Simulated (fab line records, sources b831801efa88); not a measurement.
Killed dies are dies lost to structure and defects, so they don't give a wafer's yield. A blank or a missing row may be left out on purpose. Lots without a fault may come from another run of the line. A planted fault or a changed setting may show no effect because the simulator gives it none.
Which tool did it? | flow sky130 | 12 lots, 36 wafers sampled, at 2 steps of a route of 708

WHAT THE GAUGES READ, wafer by wafer
SKY_VIA2_BOW_MEAS_03.
lot  | measured     | on            | VIA2_BOW (um)
L579 | day 35 22:01 | film_metro-03 | 81 87 83
L580 | day 36 11:19 | film_metro-03 | 87 92 99
L581 | day 36 15:41 | film_metro-03 | 94 95 92
L582 | day 37 00:04 | film_metro-01 | 96 92 86
L584 | day 37 19:18 | film_metro-03 | 90 91 98
L587 | day 38 20:27 | film_metro-01 | 89 88 75
L588 | day 38 21:54 | film_metro-01 | 86 84 86
L589 | day 39 05:37 | film_metro-01 | 95 90 97
L592 | day 40 04:21 | film_metro-02 | 87 86 80
L593 | day 40 10:26 | film_metro-02 | 93 88 97
L595 | day 41 01:12 | film_metro-02 | 96 87 92
L600 | day 42 06:41 | film_metro-02 | 83 86 78

WHICH TOOL RAN EACH LOT (tool, then ch and the chambers of the sampled wafers, then the start)
lot  | SKY_METAL2_ETCH_18
L579 | rie_metal-03 ch 0,1, day 35 20:43
L580 | rie_metal-04 ch 0,1, day 36 10:05
L581 | rie_metal-01 ch 0,1, day 36 14:25
L582 | rie_metal-03 ch 0, day 36 22:38
L584 | rie_metal-01 ch 0,1, day 37 17:58
L587 | rie_metal-04 ch 0,1, day 38 19:11
L588 | rie_metal-03 ch 0,1, day 38 20:38
L589 | rie_metal-04 ch 1, day 39 04:02
L592 | rie_metal-01 ch 0,1, day 40 02:41
L593 | rie_metal-01 ch 0,1, day 40 09:08
L595 | rie_metal-01 ch 0,1, day 40 23:56
L600 | rie_metal-01 ch 0,1, day 42 05:24
- SKY_METAL2_ETCH_18: etches BARC in N2/H2, stops on SiO2, time 45.9 s, target depth 60 nm.

WHAT THE TOOLS THEMSELVES READ (means of the sampled wafers that have a number; where no wafer has one, the mark that the record gives instead)
SKY_METAL2_ETCH_18.
lot  | tool         | drypump_motor_current_A (A) | he_backside_leak_sccm (sccm) | oes_product_au (a.u.) | throttle_valve_pct (%)
L579 | rie_metal-03 | 5.5                         | 3.40                         | 0.851                 | 13.225
L580 | rie_metal-04 | 6.1                         | 3.28                         | 0.858                 | 13.221
L581 | rie_metal-01 | 5.8                         | 3.35                         | 0.854                 | 13.219
L582 | rie_metal-03 | 5.4                         | 3.27                         | 0.856                 | 13.225
L584 | rie_metal-01 | 5.7                         | 3.29                         | 0.853                 | 13.226
L587 | rie_metal-04 | 6.1                         | 3.20                         | 0.857                 | 13.223
L588 | rie_metal-03 | 5.5                         | 3.31                         | 0.855                 | 13.217
L589 | rie_metal-04 | 5.8                         | 3.29                         | 0.852                 | 13.230
L592 | rie_metal-01 | 5.6                         | 3.35                         | 0.859                 | 13.220
L593 | rie_metal-01 | 5.6                         | 3.16                         | 0.851                 | 13.236
L595 | rie_metal-01 | 5.8                         | 3.38                         | 0.855                 | 13.223
L600 | rie_metal-01 | 5.6                         | 3.18                         | 0.853                 | 13.232

THE ANSWER, worked out from the rows above alone
Rule: what is usual is taken from the lots themselves. Put in order of their means at a reading, lots are off if they are a third of the lots or fewer, leave a main group of 4 or more, and stand apart from it by a gap of 3 or more times the standard deviation of the main group's means; of several such gaps the widest counts. A main group whose means are all the same, to the digits that the tables above print for the reading, isn't used. A lot without any number at a reading at which 4 lots or more have one is off too. The other lots that the step has rows for count as sound. The gauges are gone through in route order, then the tools' own readings, and for those a lot's mean is taken as printed above. The first step at which some lot is off is used, and at that step the reading that is off furthest; a lot without a number counts as furthest.
No lot is off at any reading shown: from this, nothing can be told.

WHAT THE SIMULATOR HAD PUT IN
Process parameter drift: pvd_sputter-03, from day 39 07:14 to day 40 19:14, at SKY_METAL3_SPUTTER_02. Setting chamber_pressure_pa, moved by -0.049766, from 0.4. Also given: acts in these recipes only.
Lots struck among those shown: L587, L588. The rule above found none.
